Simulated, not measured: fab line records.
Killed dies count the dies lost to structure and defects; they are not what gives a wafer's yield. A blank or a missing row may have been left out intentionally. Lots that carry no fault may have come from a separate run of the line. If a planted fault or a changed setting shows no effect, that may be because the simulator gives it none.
Split-lot experiment | flow sfqLine | 5 lots, 23 wafers read, on a route of 325 steps

SPLIT DETAILS
At SFQ_TRILAYER_M3_DEP_SPUTTER_073 (material Nb, target thk 200 nm, time 133.3 s), the setting timeS was moved away from the recipe's 133.3 s on 10 of the 23 wafers read, by -14.2% to +11.9%. All remaining wafers had this setting at the recipe value.

FROM THE SPLIT TO THE READING: what the file shows between them, 2 steps
- SFQ_M3_RS_MEAS_919: measures by four-point-probe
- SFQ_TRILAYER_M3_BARC_OPEN_METAL_ETCH_100: etches BARC in O2, target depth 125 nm, time 41.7 s (also split here: timeS)

THE READING
oesProductAu, in a.u., at SFQ_TRILAYER_M3_ETCH_METAL_ETCH_078 (etches Nb in Cl2/Ar, stops on SiO2, target depth 240 nm, time 120 s). On this fab line, fault-free wafers typically give 0.894 a.u. with a standard deviation of 0.0073 a.u.

wafer  | tool, chamber at the split | timeS as run, s | against the recipe | oesProductAu, a.u. | against lot-mates on the recipe
L076.1 | pvdSputter-05, -           | 133.3           | recipe             | 0.896              | -
L076.2 | pvdSputter-05, -           | 124.9           | -6.3%              | 0.868              | -0.028
L076.3 | pvdSputter-05, -           | 124.9           | -6.3%              | 0.857              | -0.039
L076.4 | pvdSputter-05, -           | 133.3           | recipe             | 0.893              | -
L076.5 | pvdSputter-05, -           | 133.3           | recipe             | 0.898              | -
L077.1 | pvdSputter-05, -           | 133.3           | recipe             | 0.896              | -
L077.2 | pvdSputter-05, -           | 149.2           | +11.9%             | 0.957              | +0.066
L077.4 | pvdSputter-05, -           | 133.3           | recipe             | 0.885              | -
L077.5 | pvdSputter-05, -           | 149.2           | +11.9%             | 0.956              | +0.065
L077.6 | pvdSputter-05, -           | 149.2           | +11.9%             | 0.955              | +0.064
L078.1 | pvdSputter-06, -           | 133.3           | recipe             | 0.896              | -
L078.2 | pvdSputter-06, -           | 138.4           | +3.8%              | 0.913              | +0.014
L078.3 | pvdSputter-06, -           | 133.3           | recipe             | 0.901              | -
L078.4 | pvdSputter-06, -           | 138.4           | +3.8%              | 0.916              | +0.017
L078.6 | pvdSputter-06, -           | 138.4           | +3.8%              | 0.909              | +0.010
L082.2 | pvdSputter-05, -           | 133.3           | recipe             | 0.887              | -
L082.4 | pvdSputter-05, -           | 133.3           | recipe             | 0.882              | -
L082.6 | pvdSputter-05, -           | 133.3           | recipe             | 0.900              | -
L083.2 | pvdSputter-03, -           | 114.4           | -14.2%             | 0.800              | -0.091
L083.3 | pvdSputter-03, -           | 133.3           | recipe             | 0.892              | -
L083.4 | pvdSputter-03, -           | 114.4           | -14.2%             | 0.816              | -0.075
L083.5 | pvdSputter-03, -           | 133.3           | recipe             | 0.895              | -
L083.6 | pvdSputter-03, -           | 133.3           | recipe             | 0.887              | -

THE FIT
A straight line over all 23 wafers: oesProductAu changes by +0.00554 a.u. for each +1% of timeS; r = +0.99; the points scatter about the line by 0.0061 a.u.
The same after taking each lot's own level away (the mean of its wafers on the recipe; 23 wafers): +0.00556 a.u. for each +1%; r = +0.99; scatter 0.0057 a.u.
That fit puts the effect of the largest move of timeS on the reading at 0.079 a.u.
Across the lots, their own levels run from 0.8897 to 0.8985 a.u., a range of 1.2 times the standard deviation given above.
So the lot-to-lot level changes the slope little: the two slopes agree.
Check: for one of the wafers moved furthest among these (-14.2%), held out of the fit, the line's prediction against its lot-mates is -0.0761 a.u. Against them it came out at -0.0913 a.u.

ADDITIONAL SPLITS CARRIED BY THESE WAFERS
Note: prior to the reading, these wafers also went through further splits. Each is held against what the fit with the lots' levels taken away leaves over:
other split on the same wafers                   | wafers away from the commonest value | r with oesProductAu (lot level and that fit taken away)
SFQ_TRILAYER_L0_LITHO_COAT_005 resistThkNm       | 6                                    | +0.06
SFQ_TRILAYER_L0_LITHO_EXPOSE_006 doseMj          | 9                                    | -0.30
SFQ_TRILAYER_L0_ETCH_METAL_ETCH_008 timeS        | 5                                    | -0.07
SFQ_TRILAYER_M0_DEP_SPUTTER_019 timeS            | 9                                    | -0.12
SFQ_TRILAYER_I0_VIA_LITHO_COAT_036 spinRpm       | 8                                    | +0.26
SFQ_TRILAYER_I0_VIA_LITHO_PEB_034 pebTimeS       | 8                                    | +0.05
SFQ_TRILAYER_M1_BARC_OPEN_METAL_ETCH_054 timeS   | 7                                    | -0.19
SFQ_TRILAYER_I1_VIA_BARC_OPEN_VIA_ETCH_071 timeS | 6                                    | -0.16
SFQ_TRILAYER_M3_BARC_OPEN_METAL_ETCH_100 timeS   | 9                                    | +0.21

THE WHOLE CHAIN: every reading that the file lists as answering this split, in the file's order
step                                | what it does                                                        | reading                                                                                  | change (the file's fit)                  | r (the file's)
SFQ_TRILAYER_M3_DEP_SPUTTER_073     | material Nb, target thk 200 nm, time 133.3 s                        | Nb_of_TRILAYER_M3_DEP_SPUTTER_073.thkNm (the simulator's own value, which no gauge read) | +2.06 nm for each +1% of the setting     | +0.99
SFQ_M3_RS_MEAS_919                  | measures by four-point-probe                                        | M3_NB_RS                                                                                 | -0.00984 for each +1% of the setting     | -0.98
SFQ_TRILAYER_M3_ETCH_METAL_ETCH_078 | etches Nb in Cl2/Ar, stops on SiO2, target depth 240 nm, time 120 s | oesProductAu                                                                             | +0.0056 a.u. for each +1% of the setting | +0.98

FILE'S OWN FIT
oesProductAu changes by +0.0056 a.u. for each +1% of timeS, r = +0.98.
